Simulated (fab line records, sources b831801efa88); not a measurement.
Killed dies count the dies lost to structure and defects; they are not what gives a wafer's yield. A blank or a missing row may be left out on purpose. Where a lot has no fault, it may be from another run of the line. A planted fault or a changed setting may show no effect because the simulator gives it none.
fab line records	flow gf180mcu	part 1 of 2: steps 1 to 30 of 40
record lots=5	wafers=15	lastDay=33
route steps=602 shown SAB@271 SALICIDE@278 CONTACT@287
lots with no fault: from the same line, run without faults
startH: the number of hours between the record's first day and the start of the first shown wafer of the lot	waitH: how many hours have passed since the lot's step before this one	" as in the row above	L1.1+2: one row covering several wafers at once	- no value, or no start given	* or withheld: withheld	< > ~ a bound
route shown NAME@n: names a module that has steps shown in the file, with the first one's number in the route	usual: mean and standard deviation over wafers with no fault	same: alike in all rows	chamber/n: place in a boat	sites: readings site by site	_std_site: the standard deviation of these	_edge_site: outer sites' mean less inner sites'	radiusMm: for every site, how far away it sits from the centre of the wafer	mask NAME#n: copy n	behind: tool/chamber where the wafer was last shaped	hold: why the lot was held/for how many hours/how that ended	device: the transistor (n, p or np) that didn't switch	end of line: tests run on the same wafers once the route is complete	a step with no rows: only its recipe	killed: count of dies lost to structure and defects at first sort (not the wafer's yield)	map: a wafer's dies, x killed, . not, _ none there
set.NAME: the run value of the setting; set.NAME@STEP: its run value at that earlier step	model.NAME: the simulator's own value behind a step, which no gauge read
a table for each step, a row for each wafer; lots at some steps of the route
services: the hour from which a tool's chamber was out of use, counted from the record's first day as startH (under 0 if before that day), plus the number of hours and why
## steps
# step GF_SAB_PEB_07
# recipe tempC=withheld	timeS=*	resist=NOVOLAK
lot.wafer	tool	chamber	startH	waitH
L077.2+5+6	lithoTrack-01	0	-	-
L079.1+2+3	lithoTrack-02	0	-	-
L084.4+5+6	lithoTrack-01	0	-	-
L091.2+4+6	lithoTrack-02	0	-	-
L093.2+4+6	lithoTrack-01	0	-	-
# step GF_SAB_DEVELOP_08
# recipe developTimeS=60	devTempC=23
lot.wafer	tool	chamber	startH	waitH
L077.2+5+6	lithoTrack-01	0	365.42	0.1
L079.1+2+3	lithoTrack-02	0	384.25	0.1
L084.4+5+6	lithoTrack-01	0	429.77	0.1
L091.2+4+6	lithoTrack-02	0	486.92	0.1
L093.2+4+6	lithoTrack-01	0	501.67	0.1
# step GF_SAB_CD_MEAS_09
# recipe targetCdNm=420
# usual cdNm=420.4/2
lot.wafer	tool	chamber	startH	waitH	cdNm
L077.2	cdSem-02	-	365.56	0.1	419.9
L077.5	"	-	"	"	419.9
L077.6	"	-	"	"	419.6
L079.1	cdSem-01	-	384.40	0.1	421.0
L079.2	"	-	"	"	420.2
L079.3	"	-	"	"	422.5
L084.4	cdSem-01	-	429.90	0.1	420.2
L084.5	"	-	"	"	420.4
L084.6	"	-	"	"	420.3
L091.2	cdSem-01	-	487.07	0.1	421.5
L091.4	"	-	"	"	424.6
L091.6	"	-	"	"	424.9
L093.2	cdSem-01	-	501.81	0.1	421.3
L093.4	"	-	"	"	421.0
L093.6	"	-	"	"	421.2
# step GF_SAB_OVL_MEAS_10
# usual SAB_OVL=0.3/1.7
lot.wafer	tool	chamber	startH	waitH	SAB_OVL[nm]
L077.2	overlay-01	-	365.67	0.1	0.9
L077.5	"	-	"	"	-0.5
L077.6	"	-	"	"	-1.6
L079.1	overlay-01	-	384.52	0.1	2.5
L079.2	"	-	"	"	1.7
L079.3	"	-	"	"	1.3
L084.4	overlay-02	-	429.98	0.1	2.2
L084.5	"	-	"	"	-0.3
L084.6	"	-	"	"	2.3
L091.2	overlay-02	-	487.18	0.1	3.0
L091.4	"	-	"	"	1.2
L091.6	"	-	"	"	3.5
L093.2	overlay-01	-	501.92	0.1	-2.2
L093.4	"	-	"	"	-2.1
L093.6	"	-	"	"	-1.3
# step GF_SAB_ETCH_11
# recipe chemistry=C4F8/O2/Ar	maskMaterial=NOVOLAK	target=SiO2	targetDepthNm=55	sourceW=1500	biasW=1200	pressureMtorr=40	c4f8FlowSccm=withheld	O2_flow_sccm=6	Ar_flow_sccm=300	timeS=8.5
# usual oesProductAu=1.000/0.0065
lot.wafer	tool	chamber	startH	waitH	oesProductAu	rfHoursCounterH
L077.2	rieDiel-02	3	365.70	0.0	0.995	26
L077.5	"	3	"	"	1.005	-
L077.6	"	2	"	"	1.002	-
L079.1	rieDiel-03	3	384.56	0.0	1.008	35
L079.2	"	1	"	"	1.004	42
L079.3	"	0	"	"	1.006	1
L084.4	rieDiel-04	0	430.00	0.0	1.002	0
L084.5	"	2	"	"	1.013	-
L084.6	"	3	"	"	0.995	-
L091.2	rieDiel-02	2	487.21	0.0	0.996	13
L091.4	"	1	"	"	0.999	65
L091.6	"	3	"	"	0.992	-
L093.2	rieDiel-04	1	501.95	0.0	0.989	66
L093.4	"	3	"	"	0.995	23
L093.6	"	2	"	"	0.997	-
# step GF_SAB_WET_ETCH_12
# recipe chemistry=dHF	targetDepthNm=22	dry=n2Spin	target=SiO2	tempC=25	dilution=100:1	timeS=440
lot.wafer	tool	chamber	startH	waitH
L077.2+5+6	wetBench-03	1	365.72	0.0
L079.1+2+3	wetBench-04	1	384.58	0.0
L084.4+5+6	wetBench-03	0	430.02	0.0
L091.2+4+6	wetBench-04	0	487.23	0.0
L093.2+4+6	wetBench-04	1	501.97	0.0
# step GF_SAB_STRIP_13
# recipe chemistry=O2/N2	powerW=1400	pressureMtorr=1500	platenTempC=250	o2FlowSccm=3000	n2FlowSccm=300	overashFraction=0.5
# usual drypumpMotorCurrentA=5.6/0.35	heaterPowerW=334/42	oesProductAu=0.710/0.0044	stripTimeToEndpointS=12.63/0.04
lot.wafer	tool	chamber	startH	waitH	drypumpMotorCurrentA	heaterPowerW	oesProductAu	rfHoursCounterH	stripTimeToEndpointS
L077.2	plasmaAsher-02	1	365.85	0.0	5.5	402	0.706	73	12.62
L077.5	"	0	"	"	5.7	286	0.711	-	12.62
L077.6	"	1	"	"	5.5	395	0.708	-	12.59
L079.1	plasmaAsher-02	0	384.71	0.0	5.8	299	0.701	75	12.62
L079.2	"	1	"	"	5.4	399	0.702	75	12.62
L079.3	"	0	"	"	5.8	291	0.706	-	12.55
L084.4	plasmaAsher-03	1	430.18	0.0	5.3	352	0.716	-	12.69
L084.5	"	1	"	"	5.3	358	0.720	-	12.71
L084.6	"	0	"	"	6.0	359	0.709	-	12.67
L091.2	plasmaAsher-03	1	487.49	0.0	5.3	355	0.714	73	12.68
L091.4	"	0	"	"	6.0	365	0.703	-	12.68
L091.6	"	1	"	"	5.3	342	0.711	-	12.65
L093.2	plasmaAsher-03	1	502.10	0.0	5.2	352	0.714	75	12.61
L093.4	"	1	"	"	5.3	345	0.706	-	12.64
L093.6	"	0	"	"	6.0	354	0.705	-	12.65
# step GF_SALICIDE_CLEAN_00
# recipe chemistry=SC1/SC2	mix=1:4:20	tempC=70	timeS=150
# usual bathGuardTempC=69.8/0.32
lot.wafer	tool	chamber	startH	waitH	bathGuardTempC
L077.2	wetBench-01	0	365.95	0.1	69.9
L077.5	"	0	"	"	70.1
L077.6	"	0	"	"	69.6
L079.1	wetBench-01	1	384.81	0.1	69.9
L079.2	"	1	"	"	69.6
L079.3	"	1	"	"	69.6
L084.4	wetBench-01	0	430.25	0.0	70.0
L084.5	"	0	"	"	70.0
L084.6	"	0	"	"	70.0
L091.2	wetBench-03	1	487.59	0.1	69.6
L091.4	"	1	"	"	69.4
L091.6	"	1	"	"	69.5
L093.2	wetBench-03	3	502.20	0.1	69.6
L093.4	"	3	"	"	70.1
L093.6	"	3	"	"	69.6
# step GF_SALICIDE_WET_ETCH_01
# recipe chemistry=dHF	targetDepthNm=5	dry=ipaMarangoni	target=SiO2	tempC=25	dilution=100:1	timeS=100
lot.wafer	tool	chamber	startH	waitH
L077.2+5+6	wetBench-03	0	366.01	0.0
L079.1+2+3	wetBench-03	2	384.86	0.0
L084.4+5+6	wetBench-01	3	430.30	0.0
L091.2+4+6	wetBench-01	0	487.65	0.0
L093.2+4+6	wetBench-01	1	502.25	0.0
# step GF_SALICIDE_SPUTTER_02
# recipe material=Co	targetThkNm=10	powerW=1000	timeS=20	chamberPressurePa=0.4
# usual throttleValvePct=29.9/0.96
lot.wafer	tool	chamber	startH	waitH	throttleValvePct
L077.2	pvdSputter-04	-	366.04	0.0	31.6
L077.5	"	-	"	"	31.4
L077.6	"	-	"	"	28.9
L079.1	pvdSputter-03	-	384.90	0.0	29.4
L079.2	"	-	"	"	30.5
L079.3	"	-	"	"	30.6
L084.4	pvdSputter-03	-	430.34	0.0	30.3
L084.5	"	-	"	"	31.0
L084.6	"	-	"	"	30.6
L091.2	pvdSputter-04	-	487.68	0.0	29.2
L091.4	"	-	"	"	28.1
L091.6	"	-	"	"	28.1
L093.2	pvdSputter-02	-	502.28	0.0	30.0
L093.4	"	-	"	"	29.5
L093.6	"	-	"	"	29.5
# step GF_SALICIDE_SPUTTER_03
# recipe material=TiN	targetThkNm=20	powerW=6500	timeS=16.7	chamberPressurePa=0.4
# usual throttleValvePct=29.9/0.96
lot.wafer	tool	chamber	startH	waitH	throttleValvePct
L077.2	pvdSputter-04	-	366.07	0.0	31.3
L077.5	"	-	"	"	31.5
L077.6	"	-	"	"	28.9
L079.1	pvdSputter-03	-	384.93	0.0	29.2
L079.2	"	-	"	"	30.3
L079.3	"	-	"	"	30.5
L084.4	pvdSputter-03	-	430.36	0.0	30.4
L084.5	"	-	"	"	31.3
L084.6	"	-	"	"	30.1
L091.2	pvdSputter-04	-	487.71	0.0	29.3
L091.4	"	-	"	"	28.1
L091.6	"	-	"	"	27.9
L093.2	pvdSputter-02	-	502.31	0.0	29.9
L093.4	"	-	"	"	29.5
L093.6	"	-	"	"	29.4
# step GF_SALICIDE_RS_MEAS_04
# recipe thkMeasGauge=four-point-probe	reads=TiN_of_SALICIDE_SPUTTER_03+Co_of_SALICIDE_SPUTTER_02
# usual SALICIDE_TIN_RS=16.40/0.3
lot.wafer	tool	chamber	startH	waitH	SALICIDE_TIN_RS[ohm/sq]
L077.2	filmMetro-01	-	366.12	0.0	16.43
L077.5	"	-	"	"	16.65
L077.6	"	-	"	"	16.48
L079.1	filmMetro-03	-	384.95	0.0	16.12
L079.2	"	-	"	"	16.44
L079.3	"	-	"	"	16.11
L084.4	filmMetro-02	-	430.45	0.1	16.82
L084.5	"	-	"	"	16.70
L084.6	"	-	"	"	16.72
L091.2	filmMetro-02	-	487.76	0.0	16.21
L091.4	"	-	"	"	16.28
L091.6	"	-	"	"	16.33
L093.2	filmMetro-03	-	502.39	0.1	16.61
L093.4	"	-	"	"	16.63
L093.6	"	-	"	"	16.59
# step GF_SALICIDE_THK_MEAS_05
# recipe thkMeasGauge=xrf	reads=TiN_of_SALICIDE_SPUTTER_03
# usual SALICIDE_TIN_THK=20.00/0.3
lot.wafer	tool	chamber	startH	waitH	SALICIDE_TIN_THK[nm]
L077.2	filmMetro-01	-	366.23	0.1	20.00
L077.5	"	-	"	"	19.92
L077.6	"	-	"	"	19.93
L079.1	filmMetro-03	-	385.07	0.1	20.13
L079.2	"	-	"	"	20.11
L079.3	"	-	"	"	20.08
L084.4	filmMetro-02	-	430.54	0.1	20.30
L084.5	"	-	"	"	20.34
L084.6	"	-	"	"	20.26
L091.2	filmMetro-02	-	487.87	0.1	20.16
L091.4	"	-	"	"	19.86
L091.6	"	-	"	"	19.81
L093.2	filmMetro-03	-	502.50	0.1	19.58
L093.4	"	-	"	"	19.64
L093.6	"	-	"	"	19.53
# step GF_SALICIDE_RTA_06
# recipe tempC=530	timeS=30	ambient=N2
# usual chamberO2Ppm=2.002/0.021	lampPowerPct=6.12/0.11	wafer_temp_C_max=531.8/0.47
lot.wafer	tool	chamber	startH	waitH	chamberO2Ppm	lampPowerPct	wafer_temp_C_max
L077.2	rtpAnneal-01	0	366.29	0.1	2.065	5.99	531.7
L077.5	"	0	"	"	2.014	6.00	531.9
L077.6	"	0	"	"	2.032	5.99	531.8
L079.1	rtpAnneal-02	0	385.13	0.1	1.986	6.21	531.2
L079.2	"	0	"	"	1.985	6.21	531.4
L079.3	"	0	"	"	2.015	6.20	531.8
L084.4	rtpAnneal-02	0	430.67	0.1	1.977	6.20	532.1
L084.5	"	0	"	"	1.975	6.20	531.5
L084.6	"	0	"	"	2.002	6.21	531.3
L091.2	rtpAnneal-01	0	487.93	0.1	1.984	5.99	532.7
L091.4	"	0	"	"	2.006	6.00	531.6
L091.6	"	0	"	"	2.007	6.00	531.4
L093.2	rtpAnneal-02	0	502.58	0.1	2.023	6.21	531.4
L093.4	"	0	"	"	2.028	6.20	532.0
L093.6	"	0	"	"	2.008	6.20	531.8
# step GF_SALICIDE_WET_ETCH_07
# recipe chemistry=SPM	targetDepthNm=120	dry=n2Spin
lot.wafer	tool	chamber	startH	waitH
L077.2+5+6	wetBench-01	1	366.38	0.1
L079.1+2+3	wetBench-01	0	385.23	0.1
L084.4+5+6	wetBench-01	1	430.77	0.1
L091.2+4+6	wetBench-03	0	488.03	0.1
L093.2+4+6	wetBench-03	2	502.75	0.1
# step GF_SALICIDE_RTA_08
# recipe tempC=800	timeS=30	ambient=N2
# usual chamberO2Ppm=1.998/0.023	lampPowerPct=16.88/0.29	wafer_temp_C_max=802.8/0.6
lot.wafer	tool	chamber	startH	waitH	chamberO2Ppm	lampPowerPct	wafer_temp_C_max
L077.2	rtpAnneal-02	0	366.49	0.0	2.013	17.21	802.7
L077.5	"	0	"	"	1.985	17.25	802.9
L077.6	"	0	"	"	2.026	17.24	802.2
L079.1	rtpAnneal-01	0	385.32	0.0	1.994	16.63	803.1
L079.2	"	0	"	"	1.983	16.62	804.0
L079.3	"	0	"	"	1.994	16.63	802.6
L084.4	rtpAnneal-01	0	430.91	0.1	1.950	16.63	803.1
L084.5	"	0	"	"	1.935	16.62	804.0
L084.6	"	0	"	"	1.932	16.63	802.9
L091.2	rtpAnneal-02	0	488.17	0.0	1.992	17.22	801.7
L091.4	"	0	"	"	1.991	17.23	802.3
L091.6	"	0	"	"	2.003	17.18	802.8
L093.2	rtpAnneal-02	0	502.87	0.0	2.002	17.26	803.0
L093.4	"	0	"	"	2.044	17.25	802.1
L093.6	"	0	"	"	2.012	17.24	802.7
# step GF_CONTACT_CVD_00
# recipe material=SiO2	targetThkNm=300	sigmaOpenFrac=0.3	tempC=400	timeS=50	sih4FlowSccm=60	pressureMtorr=6
lot.wafer	tool	chamber	startH	waitH
L077.2+5+6	hdpcvd-01	2,0,1	366.58	0.1
L079.1+2+3	hdpcvd-02	0,2,1	385.42	0.1
L084.4+5+6	hdpcvd-02	2,1,0	430.98	0.1
L091.2+4+6	hdpcvd-01	0,2,0	488.34	0.1
L093.2+4+6	hdpcvd-02	0,0,2	503.04	0.1
# step GF_CONTACT_THK_MEAS_01
# recipe reads=SiO2_of_CONTACT_CVD_00
# usual CONTACT_CVD_00_THK=300/3.1
lot.wafer	tool	chamber	startH	waitH	CONTACT_CVD_00_THK[nm]
L077.2	filmMetro-01	-	366.63	0.0	302
L077.5	"	-	"	"	301
L077.6	"	-	"	"	301
L079.1	filmMetro-01	-	385.47	0.0	300
L079.2	"	-	"	"	298
L079.3	"	-	"	"	303
L084.4	filmMetro-04	-	431.04	0.0	297
L084.5	"	-	"	"	299
L084.6	"	-	"	"	301
L091.2	filmMetro-03	-	488.39	0.0	303
L091.4	"	-	"	"	299
L091.6	"	-	"	"	302
L093.2	filmMetro-04	-	503.09	0.0	301
L093.4	"	-	"	"	303
L093.6	"	-	"	"	302
# step GF_CONTACT_CVD_02
# recipe material=SiO2	targetThkNm=860	precursor=TEOS	tempC=400	timeS=95.992	rfW=600
# usual heaterPowerW=685/140
lot.wafer	tool	chamber	startH	waitH	heaterPowerW
L077.2	pecvd-02	2	366.68	0.0	496
L077.5	"	0	"	"	612
L077.6	"	1	"	"	734
L079.1	pecvd-01	2	385.53	0.1	595
L079.2	"	0	"	"	753
L079.3	"	1	"	"	843
L084.4	pecvd-01	0	431.10	0.1	742
L084.5	"	1	"	"	813
L084.6	"	2	"	"	585
L091.2	pecvd-01	0	488.44	0.0	792
L091.4	"	2	"	"	480
L091.6	"	0	"	"	636
L093.2	pecvd-01	0	503.14	0.0	717
L093.4	"	0	"	"	750
L093.6	"	2	"	"	604
# step GF_CONTACT_THK_MEAS_03
# recipe reads=SiO2_of_CONTACT_CVD_02
# usual CONTACT_CVD_02_THK=857/10
lot.wafer	tool	chamber	startH	waitH	CONTACT_CVD_02_THK[nm]
L077.2	filmMetro-04	-	366.76	0.0	855
L077.5	"	-	"	"	876
L077.6	"	-	"	"	878
L079.1	filmMetro-04	-	385.60	0.0	845
L079.2	"	-	"	"	847
L079.3	"	-	"	"	846
L084.4	filmMetro-01	-	431.17	0.0	875
L084.5	"	-	"	"	867
L084.6	"	-	"	"	868
L091.2	filmMetro-04	-	488.52	0.0	853
L091.4	"	-	"	"	860
L091.6	"	-	"	"	865
L093.2	filmMetro-04	-	503.22	0.0	850
L093.4	"	-	"	"	868
L093.6	"	-	"	"	864
# step GF_CONTACT_CMP_04
# recipe material=SiO2	downForcePsi=4	platenRpm=60	padVelocityMS=0.94248
# usual motorCurrentA=11.9/1.2	timeToEndpointS=106/5.2
lot.wafer	tool	chamber	startH	waitH	motorCurrentA	timeToEndpointS
L077.2	cmp-02	1	366.91	0.1	10.0	102
L077.6	"	3	"	"	12.8	113
L077.5	"	0	"	"	12.8	107
L079.3	cmp-01	2	385.66	0.0	10.4	103
L079.2	"	0	"	"	12.0	102
L079.1	"	1	"	"	13.5	101
L084.4	cmp-01	3	431.53	0.4	9.7	123
L084.5	"	0	"	"	12.1	115
L084.6	"	1	"	"	12.3	115
L091.2	cmp-01	1	488.57	0.0	12.4	110
L091.4	"	3	"	"	9.7	113
L091.6	"	1	"	"	13.0	113
L093.2	cmp-02	0	503.32	0.1	13.7	100
L093.4	"	1	"	"	10.6	111
L093.6	"	3	"	"	13.2	108
# step GF_CONTACT_BOW_MEAS_05
# recipe mode=bow
# usual CONTACT_BOW=65/6.5
lot.wafer	tool	chamber	startH	waitH	CONTACT_BOW[um]
L077.2	filmMetro-01	-	367.13	0.2	69
L077.5	"	-	"	"	64
L077.6	"	-	"	"	58
L079.1	filmMetro-01	-	385.96	0.1	72
L079.2	"	-	"	"	63
L079.3	"	-	"	"	61
L084.4	filmMetro-03	-	431.74	0.2	63
L084.5	"	-	"	"	73
L084.6	"	-	"	"	74
L091.2	filmMetro-01	-	488.89	0.3	66
L091.4	"	-	"	"	59
L091.6	"	-	"	"	60
L093.2	filmMetro-04	-	503.59	0.2	57
L093.4	"	-	"	"	55
L093.6	"	-	"	"	60
# step GF_CONTACT_DEHYDRATE_06
# recipe tempC=200	timeS=60
# usual heaterPowerTotalW=160.38/0.13
lot.wafer	tool	chamber	startH	waitH	heaterPowerTotalW
L077.2	lithoTrack-02	0	378.18	11.0	160.30
L077.5	"	0	"	"	160.30
L077.6	"	0	"	"	160.55
L079.1	lithoTrack-02	0	396.95	11.0	160.42
L079.2	"	0	"	"	160.40
L079.3	"	0	"	"	160.22
L084.4	lithoTrack-02	0	443.23	11.5	160.39
L084.5	"	0	"	"	160.56
L084.6	"	0	"	"	160.52
L091.2	lithoTrack-04	0	500.04	11.1	160.40
L091.4	"	0	"	"	160.23
L091.6	"	0	"	"	160.26
L093.2	lithoTrack-04	0	514.34	10.7	160.49
L093.4	"	0	"	"	160.32
L093.6	"	0	"	"	160.25
# step GF_CONTACT_HMDS_07
# recipe primeTimeS=60	primeTempC=120
lot.wafer	tool	chamber	startH	waitH
L077.2+5+6	lithoTrack-02	0	378.33	0.1
L079.1+2+3	lithoTrack-02	0	397.10	0.1
L084.4+5+6	lithoTrack-02	0	443.38	0.1
L091.2+4+6	lithoTrack-04	0	500.19	0.1
L093.2+4+6	lithoTrack-04	0	514.49	0.1
# step GF_CONTACT_COAT_08
# recipe resist=BARC	tempC=withheld	timeS=withheld	spinRpm=withheld	resistThkNm=withheld
lot.wafer	tool	chamber	startH	waitH
L077.2+5+6	lithoTrack-02	0	378.48	0.1
L079.1+2+3	lithoTrack-02	0	397.25	0.1
L084.4+5+6	lithoTrack-02	0	443.53	0.1
L091.2+4+6	lithoTrack-04	0	500.34	0.1
L093.2+4+6	lithoTrack-04	0	514.64	0.1
# step GF_CONTACT_COAT_09
# recipe resist=KrF	spinRpm=withheld	resistThkNm=1000
lot.wafer	tool	chamber	startH	waitH
L077.2+5+6	lithoTrack-02	0	-	-
L079.1+2+3	lithoTrack-02	0	-	-
L084.4+5+6	lithoTrack-02	0	-	-
L091.2+4+6	lithoTrack-04	0	-	-
L093.2+4+6	lithoTrack-04	0	-	-
# step GF_CONTACT_SOFTBAKE_10
# recipe tempC=130	timeS=60	resist=KrF
# usual heaterPowerTotalW=93.05/0.057
lot.wafer	tool	chamber	startH	waitH	heaterPowerTotalW
L077.2	lithoTrack-02	0	-	-	93.07
L077.5	"	0	"	"	93.03
L077.6	"	0	"	"	92.96
L079.1	lithoTrack-02	0	-	-	93.04
L079.2	"	0	"	"	92.97
L079.3	"	0	"	"	93.03
L084.4	lithoTrack-02	0	-	-	93.03
L084.5	"	0	"	"	93.11
L084.6	"	0	"	"	93.06
L091.2	lithoTrack-04	0	-	-	92.95
L091.4	"	0	"	"	92.93
L091.6	"	0	"	"	93.11
L093.2	lithoTrack-04	0	-	-	93.12
L093.4	"	0	"	"	93.11
L093.6	"	0	"	"	93.06
# step GF_CONTACT_EXPOSE_11
# recipe maskId=Contact	targetCdNm=220	na=0.68	sourceShape=conventional	sigmaOuter=0.6	doseMj=38
lot.wafer	tool	chamber	startH	waitH	mask
L077.2+5+6	krfScanner-01	0	-	-	Contact#0
L079.1+2+3	krfScanner-01	0	-	-	Contact#0
L084.4+5+6	krfScanner-02	0	-	-	Contact#0
L091.2+4+6	krfScanner-01	0	-	-	Contact#0
L093.2+4+6	krfScanner-01	0	-	-	Contact#0
# step GF_CONTACT_PEB_12
# recipe pebTempC=135	pebTimeS=90	resist=KrF
# usual heaterPowerTotalW=85.70/0.081
# same pebTimeS=90
lot.wafer	tool	chamber	startH	waitH	heaterPowerTotalW
L077.2	lithoTrack-02	0	-	-	85.77
L077.5	"	0	"	"	85.61
L077.6	"	0	"	"	85.63
L079.1	lithoTrack-01	0	-	-	85.64
L079.2	"	0	"	"	85.52
L079.3	"	0	"	"	85.64
L084.4	lithoTrack-01	0	-	-	85.77
L084.5	"	0	"	"	85.73
L084.6	"	0	"	"	85.77
L091.2	lithoTrack-04	0	-	-	85.72
L091.4	"	0	"	"	85.72
L091.6	"	0	"	"	85.75
L093.2	lithoTrack-04	0	-	-	85.71
L093.4	"	0	"	"	85.71
L093.6	"	0	"	"	85.75
# step GF_CONTACT_DEVELOP_13
# recipe developTimeS=60	resist=KrF	devTempC=21
lot.wafer	tool	chamber	startH	waitH
L077.2+5+6	lithoTrack-02	0	389.63	0.2
L079.1+2+3	lithoTrack-01	0	409.09	0.2
L084.4+5+6	lithoTrack-01	0	456.22	0.1
L091.2+4+6	lithoTrack-04	0	511.99	0.2
L093.2+4+6	lithoTrack-04	0	526.79	0.2
